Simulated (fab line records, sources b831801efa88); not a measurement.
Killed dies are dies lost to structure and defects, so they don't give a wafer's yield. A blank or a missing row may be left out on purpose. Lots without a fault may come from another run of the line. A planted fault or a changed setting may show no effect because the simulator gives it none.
Chamber matching | flow gf180mcu | GF_V1_CVD_02 on pecvd-01: 3 sister chambers
The step deposits SiO2 from TEOS, target thk 850 nm, time 94.851 s. 3 wafers are shown with their chamber, then 12 later ones without.

WAFERS WITH THEIR CHAMBER
wafer  | chamber | heater_power_w (W)
L094.4 | 2       | 531
L094.5 | 1       | 674
L094.6 | 0       | 982

WAFERS WITHOUT THEIR CHAMBER
wafer  | heater_power_w (W)
L095.1 | 606
L095.2 | 1056
L095.3 | 590
L095.4 | 646
L095.5 | 840
L095.6 | 647
L096.2 | 654
L096.3 | 888
L096.4 | 677
L097.1 | 665
L097.3 | 666
L097.4 | 541

WHICH CHAMBER EACH WENT THROUGH
wafer  | from the rows above     | in truth
L095.1 | can't be placed: 1 or 2 | 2
L095.2 | 0                       | 0
L095.3 | can't be placed: 2 or 1 | 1
L095.4 | can't be placed: 1 or 2 | 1
L095.5 | can't be placed: 0 or 1 | 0
L095.6 | can't be placed: 1 or 2 | 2
L096.2 | can't be placed: 1 or 2 | 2
L096.3 | can't be placed: 0 or 1 | 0
L096.4 | 1                       | 1
L097.1 | 1                       | 1
L097.3 | 1                       | 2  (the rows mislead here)
L097.4 | 2                       | 2
Placed correctly: 4 of 12. Can't be placed from these rows: 7 (the true chamber is among the candidates in 7). Placed wrongly: 1.
How it was worked out, from the rows above alone: a wafer's distance from a chamber is the root of the sum, over the readings, of the square of ((its reading less the chamber's mean) divided by the reading's scatter). The wafer belongs to the nearest chamber; if the next one is less than 2 further off, it can't be placed. A chamber's mean is the mean of its shown wafers. The scatter: with one shown wafer a chamber, the root of the mean of the squares of how far each hidden wafer lies from its nearest shown one.
